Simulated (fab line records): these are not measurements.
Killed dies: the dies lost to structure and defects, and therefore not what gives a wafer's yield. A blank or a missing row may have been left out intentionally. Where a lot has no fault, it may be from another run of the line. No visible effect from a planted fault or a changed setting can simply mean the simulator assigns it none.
Comparing a struck lot with a sound one ; flow sky130 ; 16 steps out of a route of 708
Sound: these wafers, L254.2, L254.3, L254.6. Wafers struck: L245.4, L245.5, L245.6. At the end, the cause is stated.
Each step with rows lists, per side, the tool, then ch with its chambers, then its first start. Under that, the readings that differ: sound wafers ; struck wafers ; difference of the means ; sigmas: that difference in standard deviations of wafers without a fault.
alike: words and numbers the same on both sides, and readings whose means are apart by under 2 such deviations; not compared: readings that were withheld, readings missing a value for some wafer, numbers with overlapping values and no deviation given by the record, and bounds like >300 which may hide the same value.
Wherever a step has rows on one side only, a row that says differs or no value, or a row with sigmas, the two part there. Non-overlapping numbers with no deviation appear without sigmas and do not part them. A reading that every wafer of one side lacks parts them only if that side has two wafers or more.

first, 1 step without rows for these wafers: SKY_VIA4_HDPCVD_00 (deposits SiO2, target thk 1750 nm, time 291.7 s).
SKY_VIA4_THK_MEAS_01:
  sound: film_metro-03 at day 46 09:43; struck: film_metro-02 at day 44 07:19
  alike: VIA4_HDPCVD_THK
SKY_VIA4_CMP_02: polishes SiO2.
  sound on cmp-02 ch 0,1,2, day 46 09:52; struck on cmp-01 ch 0,2,3, day 44 07:30
  alike: motor_current_A
SKY_VIA4_BOW_MEAS_03:
  sound: film_metro-03 at day 46 10:08; struck: film_metro-03 at day 44 07:43
  alike: VIA4_BOW
then, 7 steps without rows for these wafers: SKY_VIA4_DEHYDRATE_04 (time 60 s); SKY_VIA4_HMDS_05 (prime time 60 s); SKY_VIA4_COAT_06 (resist thk 1140 nm); SKY_VIA4_SOFTBAKE_07 (time 60 s); SKY_VIA4_EXPOSE_08 (exposes mask VIM4, target cd 800 nm); SKY_VIA4_PEB_09; SKY_VIA4_DEVELOP_10 (develop time 60 s).
SKY_VIA4_OVL_MEAS_11:
  sound: overlay-02 at day 47 06:44; struck: overlay-02 at day 45 05:29
  alike: VIA4_OVL
SKY_VIA4_ETCH_12: etches SiO2 in C4F8/O2/Ar, stops on TiN, target depth 580 nm.
  sound on rie_diel-03 ch 1,3, day 47 06:46; struck on rie_diel-02 ch 0,1, day 45 05:30
  no value came back on the struck wafers for bias_w (W), chamber_pressure_mTorr (mTorr), oes_product_au (a.u.); on the sound wafers bias_w (W) reads 1201 1206 1199
reading;sound;struck;difference;sigmas
model.NOVOLAK_of_VIA4_COAT_06.thk_nm (nm);1009 1009 1017;1138 1142 1139;+128;
SKY_VIA4_STRIP_13: strips in O2/N2.
  sound on plasma_asher-03 ch 0,1, day 47 06:50; struck on plasma_asher-04 ch 0,1, day 45 05:36
reading;sound;struck;difference;sigmas
oes_product_au (a.u.);0.701 0.708 0.704;0.722 0.712 0.717;+0.013;+3
strip_time_to_endpoint_s (s);12.784 12.792 12.856;14.153 14.199 14.158;+1.359;+52
  alike: drypump_motor_current_A
  not compared: rf_hours_counter_h
then, 1 step without rows for these wafers: SKY_VIA4_STRIP_14 (strips in post etch residue remover, time 1200 s).
-- the record jumps here: 3 days lie between the struck wafers' starts before and after (it left off in module VIA4 and takes up again in module PAD_OPEN, whose first step shown is number 708 of the route) --
SKY_PAD_OPEN_PROBE_99:
  sound: prober-02 at day 49 18:59; struck: prober-01 at day 47 23:12
reading;sound;struck;difference;sigmas
hold;- - -;await_dispo/2.5h/scrap await_dispo/2.5h/scrap await_dispo/2.5h/scrap;no value on the sound wafers;
defect_limited_yield (%);80.3 81.1 86.2;0 0 0;-83;-38
killed_at_M4_up;0 5 3;400 410 435;+412;+99 or more
killed_dies;97 93 68;492 492 492;+406;+37
killed_on_rim;22 21 10;96 96 96;+78;+19
sort_bin_5_function (%);12.8 10.0 8.5;93.7 93.3 95.7;+83.8;+52
sort_n_pass;395 399 424;0 0 0;-406;-37
sort_yield_pct (%);80.3 81.1 86.2;0 0 0;-83;-38
  alike: killed_at_M0_to_M3, killed_at_contacts, killed_at_front_end, killed_at_other, killed_open, killed_short, sort_bin_3_pad_short, sort_bin_6_memory

## WHERE THEY PART
Last at SKY_PAD_OPEN_PROBE_99 as far as this record goes, first at SKY_VIA4_ETCH_12.

WHY: what the simulator had put in
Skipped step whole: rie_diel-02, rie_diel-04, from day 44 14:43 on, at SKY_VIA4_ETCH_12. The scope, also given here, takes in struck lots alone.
